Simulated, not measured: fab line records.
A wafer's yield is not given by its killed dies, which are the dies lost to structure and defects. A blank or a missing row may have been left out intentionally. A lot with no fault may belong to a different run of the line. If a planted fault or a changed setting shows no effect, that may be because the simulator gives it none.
Matching of chambers || flow sky130 || SKY_POLY_CUT_ETCH_11 on rieDiel-02 has 4 sister chambers
The step etches Si3N4 in CF4/CH2F2/Ar, stops on poly-Si, time 42.5 s, target depth 60 nm. 8 wafers are shown with their chamber, then 7 later ones without.

== WAFERS PAIRED WITH THEIR CHAMBERS ==
{"wafer": "L462.4", "chamber": 0, "drypumpMotorCurrentA (A)": 5.8, "throttleValvePct (%)": 15.011}
{"wafer": "L464.2", "chamber": 1, "drypumpMotorCurrentA (A)": 5.9, "throttleValvePct (%)": 14.994}
{"wafer": "L464.4", "chamber": 0, "drypumpMotorCurrentA (A)": 5.7, "throttleValvePct (%)": 14.989}
{"wafer": "L467.1", "chamber": 1, "drypumpMotorCurrentA (A)": 5.9, "throttleValvePct (%)": 14.992}
{"wafer": "L467.2", "chamber": 3, "drypumpMotorCurrentA (A)": 5.1, "throttleValvePct (%)": 14.983}
{"wafer": "L467.6", "chamber": 3, "drypumpMotorCurrentA (A)": 5.2, "throttleValvePct (%)": 14.975}
{"wafer": "L471.4", "chamber": 2, "drypumpMotorCurrentA (A)": 5.5, "throttleValvePct (%)": 14.991}
{"wafer": "L471.5", "chamber": 2, "drypumpMotorCurrentA (A)": 5.5, "throttleValvePct (%)": 14.998}

== WAFERS WITH NO CHAMBER GIVEN ==
{"wafer": "L471.6", "drypumpMotorCurrentA (A)": 5.9, "throttleValvePct (%)": 14.988}
{"wafer": "L475.1", "drypumpMotorCurrentA (A)": 5.5, "throttleValvePct (%)": 14.997}
{"wafer": "L475.3", "drypumpMotorCurrentA (A)": 5.2, "throttleValvePct (%)": 14.978}
{"wafer": "L475.6", "drypumpMotorCurrentA (A)": 5.5, "throttleValvePct (%)": 15.020}
{"wafer": "L477.2", "drypumpMotorCurrentA (A)": 5.8, "throttleValvePct (%)": 14.991}
{"wafer": "L477.4", "drypumpMotorCurrentA (A)": 6.0, "throttleValvePct (%)": 14.991}
{"wafer": "L477.6", "drypumpMotorCurrentA (A)": 5.5, "throttleValvePct (%)": 15.003}

== WHICH CHAMBER EACH WENT THROUGH ==
{"wafer": "L471.6", "from the rows above": 1, "in truth": 1}
{"wafer": "L475.1", "from the rows above": 2, "in truth": 2}
{"wafer": "L475.3", "from the rows above": 3, "in truth": 3}
{"wafer": "L475.6", "from the rows above": 2, "in truth": 2}
{"wafer": "L477.2", "from the rows above": "can't be placed: 0 or 1", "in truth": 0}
{"wafer": "L477.4", "from the rows above": 1, "in truth": 1}
{"wafer": "L477.6", "from the rows above": 2, "in truth": 2}
Correct placement for 6 of the 7. Cannot be placed on the basis of these rows: 1; the candidates contain the true chamber in 1. Number placed wrongly: 0.
How it was worked out, from the rows above alone: a wafer's distance from a chamber is the root of the sum, over the readings, of the square of ((its reading less the chamber's mean) divided by the reading's scatter). The wafer belongs to the nearest chamber; if the next one is less than 2 further off, it can't be placed. For every chamber, the mean is computed from those of its wafers that are shown. The scatter: the root of (the sum of the squares of (reading less its chamber's mean) over the shown wafers, divided by (wafers less chambers)).
